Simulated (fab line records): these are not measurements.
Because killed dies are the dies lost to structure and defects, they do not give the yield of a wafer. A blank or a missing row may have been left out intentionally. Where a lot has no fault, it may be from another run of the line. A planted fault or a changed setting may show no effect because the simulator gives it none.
The tool behind it: which one? | flow gf180mcu | 14 lots, 41 wafers sampled, at 5 steps of a route of 602

## WHAT THE GAUGES SHOWED, per wafer
GF_PSD_CD_MEAS_07: target cd 400 nm. Usual: cd nm reads 400.2 nm (standard deviation 2.4).
lot  | measured     | on        | cd nm (nm)        | flag
L155 | day 14 10:14 | cd sem-02 | 401.2 402.2 401.4 |
L156 | day 14 23:12 | cd sem-01 | 403.1 403.5 402.8 |
L157 | day 15 11:38 | cd sem-02 | 398.8 400.1 399.6 |
L158 | day 15 22:23 | cd sem-02 | 402.1 402.3 401.0 |
L159 | day 15 23:42 | cd sem-02 | 403.1 401.8 403.2 |
L163 | day 17 01:02 | cd sem-02 | 399.3 399.7 398.7 |
L162 | day 17 01:05 | cd sem-01 | 405.0 404.4 405.9 |
L165 | day 17 18:56 | cd sem-01 | 397.8 395.8 396.4 |
L166 | day 18 05:00 | cd sem-02 | 399.0 398.4 397.0 |
L168 | day 18 19:10 | cd sem-02 | 402.0 400.3 402.2 |
L169 | day 19 03:27 | cd sem-02 | 395.6 395.2 397.9 |
L175 | day 21 06:14 | cd sem-02 | 395.3 396.7 396.9 |
L177 | day 21 14:44 | cd sem-02 | 401.7 401.7       |
L178 | day 21 17:28 | cd sem-01 | 401.3 399.8 401.7 |

GF_SAB_THK_MEAS_01. Usual: SAB_CVD_00_THK typically reads 50.1 nm, with standard deviation 0.72.
lot  | measured     | on            | SAB_CVD_00_THK (nm) | flag
L155 | day 14 11:04 | film metro-01 | 49.7 50.9 50.8      |
L156 | day 15 00:04 | film metro-04 | 48.1 48.7 49.7      |
L157 | day 15 12:29 | film metro-04 | 49.7 50.0 50.0      |
L158 | day 15 23:15 | film metro-04 | 50.0 50.4 51.0      |
L159 | day 16 00:34 | film metro-01 | 50.1 49.0 50.8      |
L163 | day 17 01:53 | film metro-03 | 51.3 52.1 52.0      |
L162 | day 17 01:57 | film metro-01 | 49.8 49.2 49.8      |
L165 | day 17 19:50 | film metro-03 | 49.6 48.8 49.4      |
L166 | day 18 05:51 | film metro-01 | 49.4 49.8 50.4      |
L168 | day 18 19:59 | film metro-01 | 57.1 56.6 56.7      | OFF
L169 | day 19 04:19 | film metro-03 | 56.5 55.6 57.4      | OFF
L175 | day 21 07:05 | film metro-01 | 49.1 49.8 49.4      |
L177 | day 21 15:35 | film metro-04 | 50.2 50.5           |
L178 | day 21 18:17 | film metro-01 | 50.1 51.3 51.1      |

GF_CONTACT_THK_MEAS_03. Usual: CONTACT_CVD_02_THK typically reads 863 nm, with standard deviation 13.
lot  | measured     | on            | CONTACT_CVD_02_THK (nm) | flag
L155 | day 15 09:26 | film metro-04 | 852 861 860             |
L156 | day 15 23:17 | film metro-01 | 857 857 866             |
L157 | day 16 11:13 | film metro-01 | 872 862 865             |
L158 | day 16 22:50 | film metro-01 | 867 884 882             |
L159 | day 17 00:02 | film metro-02 | 837 856 868             |
L163 | day 18 01:31 | film metro-01 | 855 862 856             |
L162 | day 18 01:43 | film metro-01 | 841 830 849             |
L165 | day 18 20:43 | film metro-01 | 864 856 871             |
L166 | day 19 07:02 | film metro-02 | 853 842 862             |
L168 | day 19 21:11 | film metro-02 | 881 857 880             |
L169 | day 20 05:22 | film metro-02 | 859 854 862             |
L175 | day 22 07:45 | film metro-02 | 846 865 863             |
L177 | day 22 16:01 | film metro-02 | 858 875                 |
L178 | day 22 16:59 | film metro-02 | 870 869 867             |

## WHICH TOOL RAN EACH LOT (tool, then ch and the chambers of the sampled wafers, then the start)
lot  | GF_SAB_CVD_00                   | GF_SAB_ETCH_11
L155 | pecvd-04 ch 0,1,2, day 14 11:01 | rie diel-02 ch 0,3, day 15 08:23
L156 | pecvd-02 ch 0,1,2, day 15 00:02 | rie diel-02 ch 0,2,3, day 15 22:14
L157 | pecvd-04 ch 0,1,2, day 15 12:28 | rie diel-02 ch 0,2,3, day 16 10:10
L158 | pecvd-01 ch 1,2, day 15 23:14   | rie diel-03 ch 0,2, day 16 21:47
L159 | pecvd-01 ch 0,1,2, day 16 00:33 | rie diel-04 ch 0,1,2, day 16 22:59
L163 | pecvd-04 ch 1,2, day 17 01:52   | rie diel-04 ch 0,1,2, day 18 00:26
L162 | pecvd-01 ch 0,1, day 17 01:55   | rie diel-03 ch 0,3, day 18 00:35
L165 | pecvd-02 ch 0,1, day 17 19:49   | rie diel-03 ch 0,1,2, day 18 19:41
L166 | pecvd-04 ch 1,2, day 18 05:49   | rie diel-04 ch 1,3, day 19 05:58
L168 | pecvd-04 ch 0,1,2, day 18 19:57 | rie diel-04 ch 1,2,3, day 19 20:07
L169 | pecvd-04 ch 0,1, day 19 04:17   | rie diel-03 ch 2,3, day 20 04:19
L175 | pecvd-02 ch 1,2, day 21 07:04   | rie diel-02 ch 0,3, day 22 06:42
L177 | pecvd-01 ch 1, day 21 15:34     | rie diel-03 ch 0,3, day 22 14:59
L178 | pecvd-01 ch 0,1,2, day 21 18:15 | rie diel-03 ch 0,1, day 22 15:54
- GF_SAB_CVD_00: deposits SiO2 from TEOS, target thk 50 nm, time 4.9302 s.
- GF_SAB_ETCH_11: etches SiO2 in C4F8/O2/Ar, target depth 55 nm, time 8.5 s.

## AS READ BY THE TOOLS THEMSELVES (means over the sampled wafers that have a number; for cases with no such wafer, the mark the record gives instead)
GF_SAB_CVD_00. Usual: heater power w reads 699 W (standard deviation 79).
lot  | tool     | heater power w (W) | flag
L155 | pecvd-04 | 717                |
L156 | pecvd-02 | 655                |
L157 | pecvd-04 | 713                |
L158 | pecvd-01 | 662                |
L159 | pecvd-01 | 682                |
L163 | pecvd-04 | 789                |
L162 | pecvd-01 | 809                |
L165 | pecvd-02 | 674                |
L166 | pecvd-04 | 718                |
L168 | pecvd-04 | 678                |
L169 | pecvd-04 | 743                |
L175 | pecvd-02 | 681                |
L177 | pecvd-01 | 818                |
L178 | pecvd-01 | 657                |

GF_SAB_ETCH_11. Usual: oes product au reads 1.000 a.u. (standard deviation 0.011).
lot  | tool        | oes product au (a.u.) | flag
L155 | rie diel-02 | 0.995                 |
L156 | rie diel-02 | 1.005                 |
L157 | rie diel-02 | 1.003                 |
L158 | rie diel-03 | 1.009                 |
L159 | rie diel-04 | 1.001                 |
L163 | rie diel-04 | 0.999                 |
L162 | rie diel-03 | 0.993                 |
L165 | rie diel-03 | 0.995                 |
L166 | rie diel-04 | 1.005                 |
L168 | rie diel-04 | 0.994                 |
L169 | rie diel-03 | 1.009                 |
L175 | rie diel-02 | 1.013                 |
L177 | rie diel-03 | 0.989                 |
L178 | rie diel-03 | 0.995                 |

## THE ANSWER, worked out from the rows above alone
Rule: take the mean of a lot's wafers that have a number; if it is more than 3 standard deviations from the usual mean, the lot is off. Also off: a lot with no number at a reading for which 4 or more lots have one. Any other lot the step has rows for is counted as sound. The gauges are gone through in route order, then the tools' own readings, and for those a lot's mean is taken as printed above. At the first step where some lot is off, the reading lying furthest off is the one used; lots without a number count as furthest.
Off: at GF_SAB_THK_MEAS_01 (SAB_CVD_00_THK), L168, L169.
If a tool, at a process step before that reading, ran all the lots that are off and no sound lot after the first of them, it fits. The gauges at GF_SAB_THK_MEAS_01 are tried like those tools. One candidate fits, namely pecvd-04 at GF_SAB_CVD_00. A fault onset in the window from L166 (day 18 05:49, its last sound lot) to L168 (day 18 19:57, its first lot off) fits.

## WHAT THE SIMULATOR PUT IN
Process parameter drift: pecvd-04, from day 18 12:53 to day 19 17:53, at GF_SAB_CVD_00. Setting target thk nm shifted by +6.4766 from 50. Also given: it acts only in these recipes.
Shown lots that were struck: L168, L169. The rule above found the same.
